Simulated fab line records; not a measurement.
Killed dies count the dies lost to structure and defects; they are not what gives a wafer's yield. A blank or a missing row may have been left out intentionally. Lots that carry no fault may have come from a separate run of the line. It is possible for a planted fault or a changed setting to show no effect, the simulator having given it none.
The tool behind it: which one? -- flow sky130 -- Sampling: 15 lots, 45 wafers, 2 of 708 route steps

## WHAT THE GAUGES SHOWED, per wafer
SKY_METAL1_THK_MEAS_06: measures by xrf.
lot,measured,on,METAL1_ALCU_THK (nm)
L849,day 31 11:49,film-metro-01,249 244 249
L848,day 31 14:13,film-metro-01,247 248 250
L851,day 32 07:17,film-metro-04,251 251 251
L852,day 32 23:39,film-metro-01,249 249 248
L854,day 33 10:18,film-metro-04,252 254 251
L855,day 33 19:51,film-metro-01,249 249 249
L856,day 34 00:37,film-metro-01,248 247 249
L857,day 34 10:39,film-metro-02,244 243 245
L858,day 34 22:07,film-metro-04,254 253 253
L859,day 35 06:15,film-metro-02,247 245 245
L860,day 35 10:08,film-metro-04,252 251 246
L867,day 37 03:37,film-metro-02,245 246 246
L868,day 38 02:06,film-metro-04,254 254 255
L869,day 38 14:09,film-metro-02,255 250 255
L871,day 38 21:25,film-metro-02,250 247 249

## WHAT TOOL EACH LOT RAN ON (gives the tool, then ch and the chambers of the sampled wafers, and finally the start)
lot,SKY_METAL1_SPUTTER_03
L849,"pvd-sputter-03, day 31 11:38"
L848,"pvd-sputter-02, day 31 14:02"
L851,"pvd-sputter-03, day 32 07:06"
L852,"pvd-sputter-04, day 32 23:28"
L854,"pvd-sputter-03, day 33 10:06"
L855,"pvd-sputter-03, day 33 19:40"
L856,"pvd-sputter-04, day 34 00:25"
L857,"pvd-sputter-02, day 34 10:28"
L858,"pvd-sputter-03, day 34 21:55"
L859,"pvd-sputter-02, day 35 06:04"
L860,"pvd-sputter-03, day 35 09:56"
L867,"pvd-sputter-03, day 37 03:24"
L868,"pvd-sputter-03, day 38 01:55"
L869,"pvd-sputter-03, day 38 13:58"
L871,"pvd-sputter-04, day 38 21:13"
- SKY_METAL1_SPUTTER_03: material Ti, target thk 5 nm, time 3.3 s.

## WHAT THE TOOLS THEMSELVES READ (means of the sampled wafers that have a number; where no wafer has one, the mark that the record gives instead)
SKY_METAL1_SPUTTER_03.
lot,tool,throttle-valve-pct (%)
L849,pvd-sputter-03,30.5
L848,pvd-sputter-02,29.1
L851,pvd-sputter-03,30.2
L852,pvd-sputter-04,30.0
L854,pvd-sputter-03,30.0
L855,pvd-sputter-03,29.8
L856,pvd-sputter-04,30.0
L857,pvd-sputter-02,29.5
L858,pvd-sputter-03,30.2
L859,pvd-sputter-02,29.9
L860,pvd-sputter-03,30.9
L867,pvd-sputter-03,30.4
L868,pvd-sputter-03,30.3
L869,pvd-sputter-03,30.5
L871,pvd-sputter-04,30.1

## THE ANSWER, worked out from the rows above alone
Rule: usual is defined by the lots themselves. Put in order of their means at a reading, lots are off if they are a third of the lots or fewer, leave a main group of 4 or more, and stand apart from it by a gap of 3 or more times the standard deviation of the main group's means; of several such gaps the widest counts. A main group is skipped when, at the precision printed for the reading in the tables above, its means are all equal. Also off: a lot with no number at a reading for which 4 or more lots have one. The other lots that the step has rows for count as sound. First the gauges in route order, then the tools' own readings, where a lot's mean is used as printed above. At the first step where some lot is off, the reading lying furthest off is the one used; lots without a number count as furthest.
No lot is off on any of the readings shown, so nothing can be concluded from this.

## WHAT THE SIMULATOR HAD PUT IN
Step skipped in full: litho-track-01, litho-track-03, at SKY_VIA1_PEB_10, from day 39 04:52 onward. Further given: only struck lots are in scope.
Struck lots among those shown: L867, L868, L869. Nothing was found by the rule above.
